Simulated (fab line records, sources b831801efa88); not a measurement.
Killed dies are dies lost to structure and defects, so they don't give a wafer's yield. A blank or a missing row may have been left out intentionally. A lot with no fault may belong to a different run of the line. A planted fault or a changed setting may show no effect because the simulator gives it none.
fab line records	flow sky130
record: lots: 7	wafers: 21	last_day: 50
route steps=708 shown FIELD_ISO@13 PAD_OPEN@708
lots that met no fault: from a run of the same line without faults
start_h: hours from the record's opening day to when the first of the lot's shown wafers began	wait_h: hours since the lot's step before	" as in the row above	L1.1+2: several wafers, shown together as one row	- no value, or no start was given	* or withheld: withheld	< > ~ a bound
route shown NAME@n: a module of which the file shows steps, and the number in the route of the first	usual: the fault-free wafers' mean and standard deviation	same: alike in all rows	chamber/n: place in a boat	sites: the reading at each site	_std_site: standard deviation across them	_edge_site: outer sites' mean less inner sites'	radius_mm: how far each site lies from the wafer's centre	mask NAME#n: copy n	behind: the last tool/chamber to shape the wafer	hold: why the lot was held/for how many hours/how that ended	device: names the non-switching transistor (n, p or np)	end of line: tests of these same wafers at the route's end	where a step has no rows: the recipe by itself	killed: not the wafer's yield, but the dies lost to structure and defects at the first sort	map: per-die view of a wafer (x killed, . not killed, _ where there is no die)
set.NAME: the setting as run; set.NAME@STEP: as run at that earlier step	model.NAME: the simulator's own value behind a step, which no gauge read
certain route steps with their lots: each step a table, each wafer a row
services: when a tool's chamber went out of use (start_h, in hours from the record's first day, below 0 if earlier), for how many hours, and the reason
== steps ==
step: SKY_FIELD_ISO_DEVELOP_12
recipe: develop_time_s: 60	resist: KrF-thick	dev_temp_c: 21
step: SKY_FIELD_ISO_CD_MEAS_13
recipe: target_cd_nm: 150
usual: cd_nm: 150.0/1.5
lot.wafer	tool	chamber	start_h	wait_h	cd_nm
L797.1	cd_sem-01	-	61.68	-	149.1
L797.2	"	-	"	"	149.4
L797.3	"	-	"	"	149.0
L799.1	cd_sem-01	-	69.26	-	153.1
L799.3	"	-	"	"	153.0
L799.6	"	-	"	"	154.0
L801.1	cd_sem-02	-	80.76	-	150.6
L801.2	"	-	"	"	151.8
L801.5	"	-	"	"	150.9
L802.1	cd_sem-01	-	88.98	-	149.5
L802.2	"	-	"	"	150.5
L802.4	"	-	"	"	148.9
L804.1	cd_sem-01	-	99.16	-	150.2
L804.3	"	-	"	"	149.8
L804.5	"	-	"	"	151.0
L805.1	cd_sem-02	-	102.93	-	151.2
L805.2	"	-	"	"	151.4
L805.5	"	-	"	"	150.2
L813.1	cd_sem-02	-	144.63	-	148.4
L813.2	"	-	"	"	149.0
L813.4	"	-	"	"	149.3
step: SKY_FIELD_ISO_ETCH_14
recipe: chemistry: N2/H2	target: BARC	ion_energy_ev: 200	source_w: 500	bias_w: 100	pressure_mtorr: 30	n2_flow_sccm: 100	h2_flow_sccm: 200	stop_on: SiO2	time_s: 45.9	target_depth_a: 600
usual: drypump_motor_current_A: 5.9/0.38	oes_product_au: 0.855/0.0047	throttle_valve_pct: 13.225/0.0094
lot.wafer	tool	chamber	start_h	wait_h	drypump_motor_current_A	oes_product_au	rf_hours_counter_h	throttle_valve_pct
L797.1	rie_diel-01	2	61.80	0.1	5.3	0.857	158	13.248
L797.2	"	3	"	"	6.0	0.845	39	13.223
L797.3	"	1	"	"	5.9	0.853	126	13.227
L799.1	rie_diel-02	1	69.38	0.1	6.5	0.857	3	13.234
L799.3	"	2	"	"	6.3	0.848	152	13.229
L799.6	"	1	"	"	6.5	0.856	-	13.218
L801.1	rie_diel-01	1	80.88	0.1	5.9	0.863	126	13.229
L801.2	"	0	"	"	6.4	0.853	10	13.235
L801.5	"	2	"	"	5.3	0.861	-	13.209
L802.1	rie_diel-03	2	89.10	0.1	5.8	0.855	50	13.224
L802.2	"	3	"	"	5.9	0.854	2	13.213
L802.4	"	1	"	"	6.1	0.856	132	13.219
L804.1	rie_diel-02	3	99.28	0.1	5.6	0.851	59	13.224
L804.3	"	2	"	"	6.3	0.861	153	13.232
L804.5	"	2	"	"	6.2	0.852	-	13.218
L805.1	rie_diel-01	2	103.05	0.1	5.3	0.861	159	13.229
L805.2	"	1	"	"	5.9	0.857	127	13.218
L805.5	"	3	"	"	6.0	0.862	-	13.217
L813.1	rie_diel-03	2	144.75	0.1	5.8	0.848	51	13.216
L813.2	"	0	"	"	5.2	0.843	4	13.220
L813.4	"	1	"	"	6.1	0.854	133	13.216
step: SKY_FIELD_ISO_ETCH_15
recipe: chemistry: CHF3/O2	target_depth_nm: 180	stop_on: Si	source_w: 600	bias_w: 200	pressure_mtorr: 40	chf3_flow_sccm: 50	O2_flow_sccm: 5	time_s: 72
usual: drypump_motor_current_A: 5.9/0.38	oes_product_au: 0.943/0.0069	throttle_valve_pct: 8.843/0.009
lot.wafer	tool	chamber	start_h	wait_h	drypump_motor_current_A	oes_product_au	rf_hours_counter_h	throttle_valve_pct
L797.1	rie_diel-01	2	61.85	0.0	5.3	0.942	158	8.838
L797.2	"	3	"	"	6.0	0.933	39	8.843
L797.3	"	1	"	"	5.9	0.938	126	8.838
L799.1	rie_diel-02	1	69.42	0.0	6.6	0.944	3	8.839
L799.3	"	2	"	"	6.3	0.938	152	8.847
L799.6	"	1	"	"	6.6	0.944	-	8.848
L801.1	rie_diel-01	1	80.92	0.0	5.9	0.937	126	8.840
L801.2	"	0	"	"	6.4	0.939	10	8.833
L801.5	"	2	"	"	5.3	0.931	-	8.832
L802.1	rie_diel-03	2	89.15	0.0	5.8	0.949	50	8.849
L802.2	"	3	"	"	5.8	0.942	2	8.832
L802.4	"	1	"	"	6.1	0.944	132	8.853
L804.1	rie_diel-02	3	99.32	0.0	5.6	0.940	59	8.846
L804.3	"	2	"	"	6.2	0.941	153	8.824
L804.5	"	2	"	"	6.2	0.929	-	8.833
L805.1	rie_diel-01	2	103.10	0.0	5.3	0.933	159	8.836
L805.2	"	1	"	"	5.9	0.928	127	8.832
L805.5	"	3	"	"	6.0	0.938	-	8.844
L813.1	rie_diel-03	2	144.80	0.0	5.8	0.943	51	8.835
L813.2	"	0	"	"	5.2	0.948	5	8.842
L813.4	"	1	"	"	6.1	0.941	133	8.837
step: SKY_FIELD_ISO_STRIP_16
recipe: chemistry: O2/N2	power_w: 1400	pressure_mtorr: 1500	platen_temp_c: withheld	o2_flow_sccm: 3000	n2_flow_sccm: 300	overash_fraction: 0.5
usual: drypump_motor_current_A: 5.7/0.71	oes_product_au: 0.378/0.0048	strip_time_to_endpoint_s: 3.55/0.032
lot.wafer	tool	chamber	start_h	wait_h	drypump_motor_current_A	oes_product_au	rf_hours_counter_h	strip_time_to_endpoint_s
L797.1	plasma_asher-04	0	61.90	0.0	5.1	0.380	39	3.53
L797.2	"	1	"	"	6.7	0.377	39	3.54
L797.3	"	1	"	"	6.7	0.381	-	3.49
L799.1	plasma_asher-01	0	69.48	0.0	4.8	0.383	39	3.53
L799.3	"	1	"	"	5.2	0.383	-	3.59
L799.6	"	1	"	"	5.2	0.374	-	3.58
L801.1	plasma_asher-01	1	80.98	0.0	5.2	0.374	40	3.52
L801.2	"	0	"	"	4.9	0.376	40	3.51
L801.5	"	0	"	"	4.8	0.379	-	3.55
L802.1	plasma_asher-02	0	89.20	0.0	5.8	0.376	24	3.56
L802.2	"	1	"	"	6.4	0.368	24	3.54
L802.4	"	1	"	"	6.4	0.377	-	3.51
L804.1	plasma_asher-04	0	99.38	0.0	5.1	0.381	43	3.54
L804.3	"	1	"	"	6.7	0.378	-	3.59
L804.5	"	0	"	"	5.2	0.379	-	3.58
L805.1	plasma_asher-04	0	103.15	0.0	5.1	0.377	44	3.57
L805.2	"	1	"	"	6.7	0.374	44	3.53
L805.5	"	1	"	"	6.7	0.382	-	3.61
L813.1	plasma_asher-02	0	144.85	0.0	5.8	0.376	32	3.57
L813.2	"	1	"	"	6.4	0.375	32	3.53
L813.4	"	0	"	"	5.8	0.378	-	3.46
step: SKY_FIELD_ISO_ETCH_17
recipe: target_depth_a: 3420	mask_material: Si3N4	chemistry: HBr/Cl2/O2	target: Si	taper_deg: 5	icp_w: 600	bias_w: 150	pressure_mtorr: 15	HBr_flow_sccm: 150	Cl2_flow_sccm: 40	O2_flow_sccm: 6	time_s: 97.7
usual: drypump_motor_current_A: 5.5/0.5	oes_product_au: 0.998/0.0094	throttle_valve_pct: 25.658/0.01
lot.wafer	tool	chamber	start_h	wait_h	drypump_motor_current_A	oes_product_au	rf_hours_counter_h	throttle_valve_pct
L797.1	rie_si-02	1	62.00	0.1	5.8	1.000	97	25.654
L797.2	"	2	"	"	5.2	1.007	87	25.664
L797.3	"	0	"	"	5.8	0.995	71	25.659
L799.1	rie_si-01	0	69.58	0.1	4.9	0.997	97	25.655
L799.3	"	0	"	"	5.0	0.989	-	25.675
L799.6	"	0	"	"	5.0	0.996	-	25.655
L801.1	rie_si-02	3	81.08	0.1	5.8	0.988	15	25.656
L801.2	"	1	"	"	5.7	1.014	97	25.662
L801.5	"	2	"	"	5.2	1.009	-	25.651
L802.1	rie_si-02	0	89.30	0.1	5.8	0.981	71	25.676
L802.2	"	2	"	"	5.2	0.986	87	25.659
L802.4	"	1	"	"	5.7	0.991	97	25.669
L804.1	rie_si-01	0	99.48	0.1	5.0	0.997	97	25.666
L804.3	"	1	"	"	6.5	0.989	0	25.665
L804.5	"	2	"	"	5.6	1.006	-	25.661
L805.1	rie_si-01	2	103.25	0.1	5.6	0.990	2	25.655
L805.2	"	0	"	"	5.0	1.002	97	25.655
L805.5	"	1	"	"	6.5	0.992	-	25.642
L813.1	rie_si-02	2	144.95	0.1	5.2	1.005	88	25.638
L813.2	"	3	"	"	5.9	0.988	16	25.660
L813.4	"	2	"	"	5.2	1.008	-	25.664
step: SKY_FIELD_ISO_WET_ETCH_18
recipe: chemistry: H3PO4	target_depth_nm: 25	temp_c: 160	target: Si3N4	time_s: 286
step: SKY_FIELD_ISO_CLEAN_19
recipe: chemistry: SC1/SC2	mix: 1:4:20	temp_c: 70	time_s: 150
step: SKY_FIELD_ISO_CLEAN_20
recipe: chemistry: dHF	time_s: 20	dilution: 100:1
step: SKY_FIELD_ISO_WET_ETCH_21
recipe: chemistry: dHF	dilution: 100:1	target_depth_nm: 20	dry: ipa_marangoni	target: SiO2	temp_c: 25	time_s: 400
step: SKY_FIELD_ISO_OXIDATION_22
recipe: temp_c: 950	ambient: O2	stabilise_s: 600	purge_s: 300	target_thk_a: 100	ox_time_s: 623
step: SKY_FIELD_ISO_THK_MEAS_23
recipe: reads: SiO2_of_FIELD_ISO_OXIDATION_22
usual: FIELD_ISO_OXIDATION_01_THK: 9.91/0.19
lot.wafer	tool	chamber	start_h	wait_h	FIELD_ISO_OXIDATION_01_THK[nm]
L797.1	film_metro-02	-	64.30	0.0	10.06
L797.2	"	-	"	"	10.07
L797.3	"	-	"	"	9.96
L799.1	film_metro-02	-	72.66	0.0	10.26
L799.3	"	-	"	"	10.30
L799.6	"	-	"	"	10.23
L801.1	film_metro-04	-	82.61	0.0	9.59
L801.2	"	-	"	"	9.57
L801.5	"	-	"	"	9.59
L802.1	film_metro-01	-	90.82	0.0	9.78
L802.2	"	-	"	"	9.86
L802.4	"	-	"	"	9.91
L804.1	film_metro-02	-	101.42	0.0	9.65
L804.3	"	-	"	"	9.87
L804.5	"	-	"	"	9.80
L805.1	film_metro-01	-	104.83	0.0	9.72
L805.2	"	-	"	"	9.48
L805.5	"	-	"	"	9.65
L813.1	film_metro-01	-	146.48	0.0	9.57
L813.2	"	-	"	"	9.71
L813.4	"	-	"	"	9.80
step: SKY_FIELD_ISO_CVD_24
recipe: material: SiO2	target_thk_nm: 595	temp_c: 650	sigma_open_frac: 0.3	time_s: 99.2	sih4_flow_sccm: 60	pressure_mtorr: 6
lot.wafer	tool	chamber	start_h	wait_h	model.SiO2_of_FIELD_ISO_CVD_24.thk_nm
L797.1	hdpcvd-01	1	64.36	0.1	588.5
L797.2	"	0	"	"	595.5
L797.3	"	2	"	"	592.7
L799.1	hdpcvd-02	0	72.72	0.1	602.5
L799.3	"	2	"	"	597.4
L799.6	"	1	"	"	606.4
L801.1	hdpcvd-02	0	82.67	0.1	371.4
L801.2	"	1	"	"	382.5
L801.5	"	0	"	"	381.9
L802.1	hdpcvd-02	0	90.88	0.1	378.2
L802.2	"	1	"	"	384.1
L802.4	"	1	"	"	381.9
L804.1	hdpcvd-02	1	101.48	0.1	381.6
L804.3	"	0	"	"	370.8
L804.5	"	0	"	"	371.8
L805.1	hdpcvd-01	2	104.89	0.1	583.2
L805.2	"	0	"	"	590.3
L805.5	"	0	"	"	586.2
L813.1	hdpcvd-01	2	146.54	0.1	593.5
L813.2	"	0	"	"	593.7
L813.4	"	2	"	"	601.8
step: SKY_FIELD_ISO_THK_MEAS_25
recipe: reads: SiO2_of_FIELD_ISO_CVD_24
usual: FIELD_ISO_CVD_24_THK: 597/5.8
lot.wafer	tool	chamber	start_h	wait_h	FIELD_ISO_CVD_24_THK[nm]
L797.1	film_metro-04	-	64.43	0.0	588
L797.2	"	-	"	"	595
L797.3	"	-	"	"	593
L799.1	film_metro-04	-	72.79	0.0	603
L799.3	"	-	"	"	597
L799.6	"	-	"	"	607
L801.1	film_metro-01	-	82.75	0.0	371
L801.2	"	-	"	"	382
L801.5	"	-	"	"	382
L802.1	film_metro-02	-	90.95	0.0	378
L802.2	"	-	"	"	384
L802.4	"	-	"	"	382
L804.1	film_metro-02	-	101.55	0.0	381
L804.3	"	-	"	"	371
L804.5	"	-	"	"	372
L805.1	film_metro-01	-	104.96	0.0	583
L805.2	"	-	"	"	590
L805.5	"	-	"	"	586
L813.1	film_metro-04	-	146.61	0.0	593
L813.2	"	-	"	"	594
L813.4	"	-	"	"	601
step: SKY_FIELD_ISO_ANNEAL_26
recipe: temp_c: 1000	time_s: 1800	ambient: N2
step: SKY_FIELD_ISO_CMP_27
recipe: stop_on: Si3N4	t_overpolish_s: 16	down_force_psi: 4	platen_rpm: 60	target_thk_nm: 457.8	pad_velocity_m_s: 0.94248
usual: motor_current_A: 11.6/0.96	platen_rpm: 60.00/0.034	time_to_endpoint_s: 111/3
lot.wafer	tool	chamber	start_h	wait_h	motor_current_A	platen_rpm	time_to_endpoint_s
L797.3	cmp-01	0	67.51	0.0	11.9	60.06	109
L797.1	"	2	"	"	13.2	60.00	109
L797.2	"	3	"	"	11.3	60.00	108
L799.1	cmp-02	2	75.59	0.0	12.4	60.04	113
L799.3	"	3	"	"	11.4	59.96	107
L799.6	"	3	"	"	11.2	60.00	112
L801.2	cmp-02	2	84.31	0.0	12.9	60.02	73
L801.1	"	0	"	"	12.5	59.99	69
L801.5	"	2	"	"	11.7	59.99	72
L802.4	cmp-02	2	93.13	0.0	12.2	60.01	74
L802.1	"	3	"	"	11.3	60.04	72
L802.2	"	1	"	"	10.6	60.03	75
L804.3	cmp-02	1	104.03	0.1	9.9	59.97	71
L804.1	"	2	"	"	12.7	60.05	70
L804.5	"	3	"	"	11.2	59.98	66
L805.1	cmp-01	0	106.52	0.0	11.7	59.98	111
L805.2	"	2	"	"	13.4	59.99	108
L805.5	"	0	"	"	11.5	59.98	109
L813.2	cmp-01	3	148.17	0.0	11.3	59.93	108
L813.1	"	0	"	"	12.2	60.06	110
L813.4	"	2	"	"	13.2	60.02	109
step: SKY_FIELD_ISO_WET_ETCH_28
recipe: chemistry: dHF	target_depth_nm: 23.7	target: SiO2	dilution: 10:1	temp_c: 25	time_s: 47
step: SKY_FIELD_ISO_WET_ETCH_29
recipe: chemistry: H3PO4	target_depth_nm: 160	target: Si3N4	temp_c: 160	time_s: 1825
step: SKY_FIELD_ISO_WET_ETCH_30
recipe: chemistry: dHF	target_depth_nm: 25	target: SiO2	dilution: 10:1	temp_c: 25	time_s: 50
lot.wafer	tool	chamber	start_h	wait_h	model.SiO2_of_FIELD_ISO_CVD_24.thk_nm
L797.1	wet_bench-04	3	68.40	0.0	404.8
L797.2	"	3	"	"	404.5
L797.3	"	3	"	"	404.6
L799.1	wet_bench-01	3	76.43	0.0	405.6
L799.3	"	3	"	"	404.2
L799.6	"	3	"	"	404.4
L801.1	wet_bench-01	0	85.14	0.0	318.8
L801.2	"	0	"	"	329.8
L801.5	"	0	"	"	329.2
L802.1	wet_bench-04	1	94.48	0.0	325.5
L802.2	"	1	"	"	331.2
L802.4	"	1	"	"	329.2
L804.1	wet_bench-01	0	105.28	0.0	329
L804.3	"	0	"	"	318.2
L804.5	"	0	"	"	319.1
L805.1	wet_bench-04	0	107.87	0.0	406.8
L805.2	"	0	"	"	406.3
L805.5	"	0	"	"	407.1
L813.1+2	wet_bench-04	3	149.05	0.0	403.7
L813.4	"	3	"	"	403.9
step: SKY_PAD_OPEN_PROBE_99
usual: killed_at_M0_to_M3: 44/7.4	killed_at_M4_up: 3.1/1.8	killed_at_contacts: 24/5.6	killed_at_front_end: 15/4.9	killed_at_other: 0.4/0.59	killed_dies: 87/9.8	killed_on_rim: 17/4	killed_open: 47/7.2	killed_short: 39/6.8
same: gross_dies: 492	killed_at_back_side: 0
lot.wafer	tool	chamber	start_h	wait_h	killed_at_M0_to_M3	killed_at_M4_up	killed_at_contacts	killed_at_front_end	killed_at_other	killed_dies	killed_on_rim	killed_open	killed_short
L797.1	prober-01	-	1120.59	0.1	41	3	25	16	0	85	22	44	41
L797.2	prober-01	-	1120.64	0.1	39	6	18	19	0	82	20	36	46
L797.3	prober-01	-	1120.69	0.2	37	4	18	16	0	75	7	42	33
L799.1	prober-01	-	1128.24	0.1	33	7	24	20	2	86	23	43	40
L799.3	prober-01	-	1128.34	0.2	48	1	32	14	1	96	22	52	43
L799.6	prober-01	-	1128.49	0.2	47	8	25	13	0	93	22	52	40
L801.1	prober-01	-	1137.40	0.1	38	3	23	428	0	492	96	49	26
L801.2	prober-01	-	1137.45	0.1	33	3	18	437	1	492	96	30	43
L801.5	prober-01	-	1137.60	0.2	42	3	28	419	0	492	96	50	40
L802.1	prober-02	-	1145.95	0.1	51	2	26	412	1	492	96	54	38
L802.2	prober-02	-	1146.00	0.1	43	5	23	421	0	492	96	50	37
L802.4	prober-02	-	1146.10	0.2	35	4	19	433	1	492	96	39	34
L804.1	prober-02	-	1154.48	0.1	60	2	22	407	1	492	96	55	43
L804.3	prober-02	-	1154.58	0.2	49	3	24	414	2	492	96	52	47
L804.5	prober-02	-	1154.68	0.2	38	1	28	424	1	492	96	47	36
L805.1	prober-01	-	1155.42	0.1	52	3	27	13	1	96	21	49	47
L805.2	prober-01	-	1155.47	0.1	39	3	19	14	1	76	15	43	33
L805.5	prober-01	-	1155.62	0.2	43	3	27	12	0	85	23	45	39
L813.1	prober-01	-	1190.82	0.1	49	7	28	15	0	99	19	57	42
L813.2	prober-01	-	1190.87	0.1	40	1	24	16	1	82	20	46	36
L813.4	prober-01	-	1190.97	0.2	43	2	24	22	0	91	19	48	43
killed by level:class
L797.1 VIA1:geometric_particle:open=12 CONTACT:geometric_particle:open=11 METAL1:geometric_particle:short=7 FIELD_ISO:geometric_particle:open=5 LI_CONTACT:geometric_particle:open=5 CONTACT:geometric_particle:short=5 VIA3:geometric_particle:open=5 FIELD_ISO:geometric_particle:short=4
L797.2 METAL1:geometric_particle:short=8 FIELD_ISO:geometric_particle:open=6 FIELD_ISO:geometric_particle:short=6 VIA3:geometric_particle:open=6 METAL4:geometric_particle:short=6 CONTACT:geometric_particle:short=5 CONTACT:geometric_particle:open=5 VIA1:geometric_particle:open=5
L797.3 CONTACT:geometric_particle:open=8 VIA1:geometric_particle:open=8 VIA3:geometric_particle:open=7 METAL2:geometric_particle:short=6 FIELD_ISO:geometric_particle:short=5 LOCAL_INTERCONNECT:geometric_particle:short=5 VIA2:geometric_particle:open=5 METAL1:geometric_particle:short=4
L799.1 CONTACT:geometric_particle:open=12 VIA1:geometric_particle:open=7 METAL2:geometric_particle:short=5 METAL4:geometric_particle:short=5 FIELD_ISO:geometric_particle:short=4 POLY_GATE:geometric_particle:open=4 POLY_GATE:geometric_particle:short=4 LI_CONTACT:geometric_particle:open=4
L799.3 LI_CONTACT:geometric_particle:open=10 METAL2:geometric_particle:short=9 VIA3:geometric_particle:open=8 CONTACT:geometric_particle:open=7 VIA2:geometric_particle:open=6 VIA1:geometric_particle:open=6 METAL1:geometric_particle:short=6 LOCAL_INTERCONNECT:geometric_particle:short=5
L799.6 LI_CONTACT:geometric_particle:open=15 VIA1:geometric_particle:open=12 VIA2:geometric_particle:open=7 VIA2:geometric_particle:short=6 METAL4:geometric_particle:short=6 VIA1:geometric_particle:short=5 METAL2:geometric_particle:short=5 POLY_GATE:geometric_particle:open=4
L801.1 FIELD_ISO:area_cvd=417 VIA1:geometric_particle:open=9 CONTACT:geometric_particle:open=8 LI_CONTACT:geometric_particle:open=7 VIA3:geometric_particle:open=7 METAL1:geometric_particle:short=6 VIA2:geometric_particle:open=5 CONTACT:geometric_particle:short=4
L801.2 FIELD_ISO:area_cvd=419 FIELD_ISO:geometric_particle:short=8 LI_CONTACT:geometric_particle:open=6 VIA3:geometric_particle:short=5 METAL2:geometric_particle:short=5 CONTACT:geometric_particle:open=4 POLY_GATE:geometric_particle:open=4 POLY_GATE:geometric_particle:short=4
L801.5 FIELD_ISO:area_cvd=402 VIA1:geometric_particle:open=11 LI_CONTACT:geometric_particle:open=7 FIELD_ISO:geometric_particle:open=6 VIA2:geometric_particle:open=6 CONTACT:geometric_particle:short=6 CONTACT:geometric_particle:open=5 METAL1:geometric_particle:short=5
L802.1 FIELD_ISO:area_cvd=399 VIA1:geometric_particle:open=14 LI_CONTACT:geometric_particle:open=10 METAL2:geometric_particle:short=8 VIA2:geometric_particle:open=7 CONTACT:geometric_particle:open=5 VIA1:geometric_particle:short=5 VIA3:geometric_particle:open=5
L802.2 FIELD_ISO:area_cvd=405 CONTACT:geometric_particle:open=11 VIA1:geometric_particle:open=8 LI_CONTACT:geometric_particle:open=6 VIA2:geometric_particle:short=6 VIA1:geometric_particle:short=5 VIA2:geometric_particle:open=5 POLY_GATE:geometric_particle:open=4
L802.4 FIELD_ISO:area_cvd=419 VIA1:geometric_particle:open=8 VIA2:geometric_particle:open=7 LI_CONTACT:geometric_particle:open=6 POLY_GATE:geometric_particle:open=5 CONTACT:geometric_particle:open=5 METAL1:geometric_particle:short=4 POLY_GATE:geometric_particle:short=3
L804.1 FIELD_ISO:area_cvd=394 VIA1:geometric_particle:open=18 VIA3:geometric_particle:open=9 LI_CONTACT:geometric_particle:open=7 VIA1:geometric_particle:short=7 METAL2:geometric_particle:short=7 VIA2:geometric_particle:open=6 LOCAL_INTERCONNECT:geometric_particle:short=5
L804.3 FIELD_ISO:area_cvd=393 VIA1:geometric_particle:open=13 LI_CONTACT:geometric_particle:open=10 VIA3:geometric_particle:open=7 POLY_GATE:geometric_particle:open=6 METAL2:geometric_particle:short=6 METAL1:geometric_particle:short=5 METAL3:geometric_particle:short=5
L804.5 FIELD_ISO:area_cvd=409 VIA1:geometric_particle:open=13 LI_CONTACT:geometric_particle:open=8 LOCAL_INTERCONNECT:geometric_particle:short=6 CONTACT:geometric_particle:open=6 METAL1:geometric_particle:short=5 VIA2:geometric_particle:open=5 FIELD_ISO:geometric_particle:open=4
L805.1 VIA1:geometric_particle:open=18 CONTACT:geometric_particle:open=9 METAL2:geometric_particle:short=9 LOCAL_INTERCONNECT:geometric_particle:short=7 VIA2:geometric_particle:open=6 CONTACT:geometric_particle:short=6 POLY_GATE:geometric_particle:short=5 VIA1:geometric_particle:short=5
L805.2 VIA1:geometric_particle:open=8 CONTACT:geometric_particle:open=7 CONTACT:geometric_particle:short=6 METAL1:geometric_particle:short=6 VIA2:geometric_particle:open=6 VIA3:geometric_particle:open=6 POLY_GATE:geometric_particle:short=5 LI_CONTACT:geometric_particle:open=5
L805.5 VIA1:geometric_particle:open=8 LI_CONTACT:geometric_particle:open=7 VIA2:geometric_particle:open=7 LI_CONTACT:geometric_particle:short=6 CONTACT:geometric_particle:open=6 VIA1:geometric_particle:short=5 LOCAL_INTERCONNECT:geometric_particle:short=4 VIA3:geometric_particle:open=4
L813.1 VIA1:geometric_particle:open=12 LI_CONTACT:geometric_particle:open=11 METAL1:geometric_particle:short=6 VIA3:geometric_particle:open=6 VIA2:geometric_particle:open=6 CONTACT:geometric_particle:open=5 FIELD_ISO:geometric_particle:short=4 LOCAL_INTERCONNECT:geometric_particle:short=4
L813.2 LI_CONTACT:geometric_particle:open=12 VIA2:geometric_particle:open=8 CONTACT:geometric_particle:open=6 METAL1:geometric_particle:short=5 SPACER:geometric_particle:short=5 VIA1:geometric_particle:open=5 VIA2:geometric_particle:short=5 POLY_GATE:geometric_particle:open=4
L813.4 VIA1:geometric_particle:open=13 VIA2:geometric_particle:open=8 FIELD_ISO:geometric_particle:short=7 CONTACT:geometric_particle:open=6 VIA1:geometric_particle:short=6 VIA3:geometric_particle:open=6 LI_CONTACT:geometric_particle:short=5 LI_CONTACT:geometric_particle:open=5
map L801.1 (x killed, . not)
__________xxxxxxxxxx_________
________xxxxxxxxxxxxxx_______
______xxxxxxxxxxxxxxxxxx_____
_____xxxxxxxxxxxxxxxxxxxx____
____xxxxxxxxxxxxxxxxxxxxxx___
___xxxxxxxxxxxxxxxxxxxxxxxx__
__xxxxxxxxxxxxxxxxxxxxxxxxxx_
_xxxxxxxxxxxxxxxxxxxxxxxxxxxx
_xxxxxxxxxxxxxxxxxxxxxxxxxxxx
_xxxxxxxxxxxxxxxxxxxxxxxxxxxx
_xxxxxxxxxxxxxxxxxxxxxxxxxxxx
_xxxxxxxxxxxxxxxxxxxxxxxxxxxx
_xxxxxxxxxxxxxxxxxxxxxxxxxxxx
_xxxxxxxxxxxxxxxxxxxxxxxxxxxx
_xxxxxxxxxxxxxxxxxxxxxxxxxxxx
__xxxxxxxxxxxxxxxxxxxxxxxxxx_
___xxxxxxxxxxxxxxxxxxxxxxxx__
____xxxxxxxxxxxxxxxxxxxxxx___
_____xxxxxxxxxxxxxxxxxxxx____
______xxxxxxxxxxxxxxxxxx_____
________xxxxxxxxxxxxxx_______
__________xxxxxxxxxx_________
map L802.1 (x killed, . not)
__________xxxxxxxxxx_________
________xxxxxxxxxxxxxx_______
______xxxxxxxxxxxxxxxxxx_____
_____xxxxxxxxxxxxxxxxxxxx____
____xxxxxxxxxxxxxxxxxxxxxx___
___xxxxxxxxxxxxxxxxxxxxxxxx__
__xxxxxxxxxxxxxxxxxxxxxxxxxx_
_xxxxxxxxxxxxxxxxxxxxxxxxxxxx
_xxxxxxxxxxxxxxxxxxxxxxxxxxxx
_xxxxxxxxxxxxxxxxxxxxxxxxxxxx
_xxxxxxxxxxxxxxxxxxxxxxxxxxxx
_xxxxxxxxxxxxxxxxxxxxxxxxxxxx
_xxxxxxxxxxxxxxxxxxxxxxxxxxxx
_xxxxxxxxxxxxxxxxxxxxxxxxxxxx
_xxxxxxxxxxxxxxxxxxxxxxxxxxxx
__xxxxxxxxxxxxxxxxxxxxxxxxxx_
___xxxxxxxxxxxxxxxxxxxxxxxx__
____xxxxxxxxxxxxxxxxxxxxxx___
_____xxxxxxxxxxxxxxxxxxxx____
______xxxxxxxxxxxxxxxxxx_____
________xxxxxxxxxxxxxx_______
__________xxxxxxxxxx_________
== services ==
tool	chamber	start_h	hours	kind
plasma_asher-02	-	40.11	2.8	pm
wet_bench-01	-	49.97	1.1	repair
rie_diel-01	-	56.98	2.8	pm
hdpcvd-02	-	59.70	1.0	repair
cmp-01	-	60.82	5.4	pm
cmp-02	-	64.00	4.0	pm
cmp-02	-	64.57	0.8	repair
hdpcvd-01	-	66.75	15.0	pm
rie_si-01	3	69.27	2.1	repair
rie_si-02	-	70.25	0.7	repair
cmp-01	-	73.81	4.9	repair
rie_si-02	-	92.65	0.1	repair
plasma_asher-01	-	95.61	7.7	repair
rie_diel-01	-	96.73	0.2	repair
cmp-02	-	99.86	3.9	repair
cmp-01	-	100.81	0.3	repair
rie_diel-03	-	112.25	2.8	pm
rie_si-01	0	115.69	10.9	repair
cmp-02	-	119.19	1.5	repair
hdpcvd-01	1	120.92	6.6	repair
cmp-02	-	122.06	0.7	repair
rie_si-02	0	123.21	25.6	repair
rie_diel-01	2	133.78	-	clean
plasma_asher-01	-	148.70	0.9	repair
== key ==
first_sign: step: SKY_FIELD_ISO_THK_MEAS_25	reading: FIELD_ISO_CVD_24_THK	direction: down	sigmas: 38	usual: 597	struck: 378
effect: step: SKY_FIELD_ISO_CMP_27	reading: time_to_endpoint_s	direction: down	sigmas: 13	usual: *	struck: *
effect: step: SKY_PAD_OPEN_PROBE_99	reading: killed_at_front_end	direction: up	sigmas: 83	usual: 15	struck: 422
model_effect: step: SKY_FIELD_ISO_CVD_24	value: SiO2_of_FIELD_ISO_CVD_24.thk_nm	without: 598.7	struck: 378.2
model_effect: step: SKY_FIELD_ISO_WET_ETCH_30	value: SiO2_of_FIELD_ISO_CVD_24.thk_nm	without: 406.3	struck: 325.5
more_kills_born_at: SKY_FIELD_ISO_CVD_24@hdpcvd-02: 3657
met_at SKY_FIELD_ISO_CVD_24
struck_wafers L801.1,L801.2,L801.5,L802.1,L802.2,L802.4,L804.1,L804.3,L804.5
later_rows_left_out L801.1,L801.2,L801.5,L802.1,L802.2,L802.4,L804.1,L804.3,L804.5
tester_left_out L801,L802,L804
onset_between 72.72 82.67
fault: kind: process_parameter_drift	tool: hdpcvd-02	chamber: -	onset_h: 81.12	steps: SKY_FIELD_ISO_CVD_24	channel: target_thk_nm	offset: -220.42	shape: step	end_h: 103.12	acts_in: these_recipes_only	stated: 595
tester_left_out: of these lots the tester's yield and bins aren't shown, on N5 and GAA mostly nor the transistor test; their killed dies are dies lost to structure and defects alone, not to doping, threshold or leakage, so they don't give the yield
later_rows_left_out: the simulator's readings of these wafers behind a module that went badly wrong aren't trusted and aren't shown, but for the sort
